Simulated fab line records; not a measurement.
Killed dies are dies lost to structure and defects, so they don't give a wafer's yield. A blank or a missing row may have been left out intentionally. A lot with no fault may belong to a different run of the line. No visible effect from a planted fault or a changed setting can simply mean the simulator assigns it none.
Shared-tool check    flow sky130    Sampled: 12 lots, 36 wafers

## WHAT PROMPTED THE OPENING
At SKY_SONOS_ONO_THK_MEAS_05 the reading SONOS_ONO_CVD_04_THK is flagged on 3 of 12 lots. No-fault wafers: 5.72 nm, standard deviation 0.14.
Rule: a lot is flagged when every wafer of it that has a number lies more than 4 standard deviations from that mean, or none has a number. The rest of the lots are taken to be sound.

lot   measured      on            SONOS_ONO_CVD_04_THK (nm), wafer by wafer  flag
L173  day 11 13:23  filmMetro-01  5.74 5.76 5.75                             
L175  day 12 03:40  filmMetro-01  5.64 5.70 5.73                             
L177  day 12 22:49  filmMetro-01  5.67 5.74 5.71                             
L178  day 13 03:14  filmMetro-04  5.93 5.89 6.05                             
L179  day 13 09:34  filmMetro-01  5.69 5.73 5.68                             
L180  day 13 19:23  filmMetro-04  5.69 5.76 5.73                             
L182  day 14 10:11  filmMetro-04  6.00 6.07 5.90                             
L184  day 15 02:28  filmMetro-03  5.68 5.55 5.66                             
L185  day 15 18:28  filmMetro-04  5.86 5.83 5.83                             
L187  day 16 03:26  filmMetro-01  6.65 6.69 6.70                             FLAGGED
L188  day 16 13:35  filmMetro-01  6.54 6.52 6.54                             FLAGGED
L189  day 17 00:47  filmMetro-04  6.61 6.69 6.60                             FLAGGED
The mean of the flagged lots' numbers is 6.62 nm, +0.90 nm from the usual (+6 standard deviations).

## TOOL THAT RAN EACH LOT
2 process steps preceding the reading are held in the record, out of 708 steps in the route. Cell contents, in order: the tool; ch with the chambers the sampled wafers went through; the start.
lot   flag     SKY_VT_ADJUST_PCH_STRIP_09           SKY_SONOS_ONO_CVD_04
L173           plasmaAsher-02 ch 0,1, day 10 08:33  lpcvd-03 ch 0, day 11 12:07
L175           plasmaAsher-02 ch 0,1, day 10 23:05  lpcvd-03 ch 1, day 12 02:25
L177           plasmaAsher-03 ch 0,1, day 11 15:51  lpcvd-03 ch 0, day 12 21:34
L178           plasmaAsher-02 ch 0,1, day 11 20:40  lpcvd-03 ch 1, day 13 01:57
L179           plasmaAsher-01 ch 0, day 12 02:59    lpcvd-03 ch 1, day 13 08:19
L180           plasmaAsher-02 ch 0,1, day 12 11:34  lpcvd-03 ch 0, day 13 18:07
L182           plasmaAsher-01 ch 0,1, day 13 01:41  lpcvd-03 ch 0, day 14 08:56
L184           plasmaAsher-02 ch 0,1, day 13 18:34  lpcvd-03 ch 0, day 15 01:11
L185           plasmaAsher-01 ch 0,1, day 14 08:32  lpcvd-03 ch 1, day 15 17:11
L187  FLAGGED  plasmaAsher-03 ch 0,1, day 14 16:47  lpcvd-03 ch 0, day 16 02:11
L188  FLAGGED  plasmaAsher-03 ch 0,1, day 15 05:05  lpcvd-03 ch 0, day 16 12:20
L189  FLAGGED  plasmaAsher-03 ch 0,1, day 15 10:47  lpcvd-03 ch 0, day 16 23:31
What these steps do:
- SKY_VT_ADJUST_PCH_STRIP_09: strips in O2/N2.
- SKY_SONOS_ONO_CVD_04: deposits SiO2 from SiH4/N2O, target thk 5.7199 nm.
- SKY_SONOS_ONO_THK_MEAS_05

## FLAGGED AGAINST TOTAL, ONE TOOL AT A TIME (gauges that did the reading follow at the end)
step                        tool            lots run  flagged  share of the flagged lots  sound lots run after its first flagged lot
SKY_VT_ADJUST_PCH_STRIP_09  plasmaAsher-01  3         0        none                       -
SKY_VT_ADJUST_PCH_STRIP_09  plasmaAsher-02  5         0        none                       -
SKY_VT_ADJUST_PCH_STRIP_09  plasmaAsher-03  4         3        all                        0
SKY_SONOS_ONO_CVD_04        lpcvd-03        12        3        all                        0
SKY_SONOS_ONO_THK_MEAS_05   filmMetro-01    6         2        some                       0
SKY_SONOS_ONO_THK_MEAS_05   filmMetro-03    1         0        none                       -
SKY_SONOS_ONO_THK_MEAS_05   filmMetro-04    5         1        some                       0

## WHAT IS ALLOWED BY THE TABLE
Every flagged lot went through 2 rows of the table: plasmaAsher-03 at SKY_VT_ADJUST_PCH_STRIP_09 and lpcvd-03 at SKY_SONOS_ONO_CVD_04.
- plasmaAsher-03 at SKY_VT_ADJUST_PCH_STRIP_09 ran 4 lots, 3 of them flagged. It ran its last sound lot, L177, at day 11 15:51 and its first flagged lot, L187, at day 14 16:47: a fault with its onset between the two fits.
- lpcvd-03 at SKY_SONOS_ONO_CVD_04 ran 12 lots, 3 of them flagged. It ran its last sound lot, L185, at day 15 17:11 and its first flagged lot, L187, at day 16 02:11: a fault with its onset between the two fits.
A lot count leaves these 2 tools indistinguishable: every one of them fits a fault beginning at some hour. More lots, or a look at what each step does to the wafer, might.

## WHAT HAD BEEN PUT IN BY THE SIMULATOR
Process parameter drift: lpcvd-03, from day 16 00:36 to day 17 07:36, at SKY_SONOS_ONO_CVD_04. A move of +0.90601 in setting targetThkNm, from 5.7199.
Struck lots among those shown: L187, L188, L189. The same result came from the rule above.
